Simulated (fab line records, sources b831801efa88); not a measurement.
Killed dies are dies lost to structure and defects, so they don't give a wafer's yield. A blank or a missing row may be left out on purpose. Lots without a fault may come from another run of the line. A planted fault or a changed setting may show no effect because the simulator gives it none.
One fault seen from 2 desks | flow sky130 | each desk has only its own numbers; what lay behind them comes last

THE METROLOGY DESK
What the gauges read, lot by lot, whatever tool the lot ran on: means of the sampled wafers that have a number. A lot is out of limits, marked OUT, if its mean lies more than 4 standard deviations from the usual mean; the brackets give that distance.
Columns: A = cd_nm at SKY_METAL4_CD_MEAS_13, usual 299.9 nm; B = VIA4_OVL at SKY_VIA4_OVL_MEAS_11, usual 0.6 nm
lot  | first seen here | A     | B
L953 | day 41 15:46    | 300.2 | 1.3
L954 | day 41 19:53    | 300.1 | 0.5
L955 | day 41 21:34    | 296.3 | 0.4
L956 | day 42 14:23    | 299.3 | -0.6
L957 | day 42 16:05    | 302.4 | 0.0
L958 | day 43 11:02    | 298.8 | 1.2
L959 | day 43 12:59    | 299.9 | -0.3
L961 | day 44 15:16    | 300.7 | 1.3
L965 | day 45 04:02    | 301.4 | 2.7
L966 | day 45 06:44    | 299.9 | -0.2
L969 | day 45 19:24    | 299.3 | 0.4
L970 | day 46 07:14    | 301.6 | 0.4
L971 | day 46 08:14    | 300.8 | -0.3
This desk's finding: nothing out of limits on any of the 13 lots.

THE TOOL OWNER'S DESK: lpcvd-02
The tool's own readings at SKY_POLY_GATE_CVD_03 (deposits Si3N4 from DCS/NH3, target thk 75 nm, time 1290 s): means of the sampled wafers that have a number, for each lot that ran on this tool. A lot is out of limits, marked OUT, if its mean lies more than 4 standard deviations from the usual mean; the brackets give that distance.
Columns: A = zone_power_bottom_pct at SKY_POLY_GATE_CVD_03, usual 18.7 %; B = zone_power_lower_pct at SKY_POLY_GATE_CVD_03, usual 12.12 %; C = zone_power_upper_pct at SKY_POLY_GATE_CVD_03, usual 13.30 %
lot  | first seen here | A    | B     | C
L953 | day 15 00:44    | 17.3 | 12.02 | 13.54
L954 | day 15 09:44    | 17.3 | 11.97 | 13.52
L955 | day 15 11:29    | 17.3 | 11.89 | 13.59
L956 | day 16 02:48    | 20.7 | 12.21 | 13.02
L957 | day 16 14:02    | 20.9 | 12.27 | 13.02
L958 | day 17 02:38    | 17.2 | 11.98 | 13.53
L959 | day 17 06:49    | 17.1 | 12.06 | 13.46
L961 | day 18 16:41    | 17.1 | 12.02 | 13.46
L965 | day 19 15:27    | 21.0 | 12.09 | 13.09
L966 | day 19 19:55    | 20.7 | 12.23 | 12.94
L969 | day 20 16:47    | 17.3 | 12.00 | 13.45
L970 | day 21 06:17    | 17.2 | 11.94 | 13.42
L971 | day 21 11:32    | 20.9 | 12.31 | 12.98
This desk's finding: nothing out of limits on any of the 13 lots.

PUT TOGETHER
The metrology desk saw nothing out of limits.
The tool owner's desk saw nothing out of limits.

WHAT THE SIMULATOR HAD PUT IN
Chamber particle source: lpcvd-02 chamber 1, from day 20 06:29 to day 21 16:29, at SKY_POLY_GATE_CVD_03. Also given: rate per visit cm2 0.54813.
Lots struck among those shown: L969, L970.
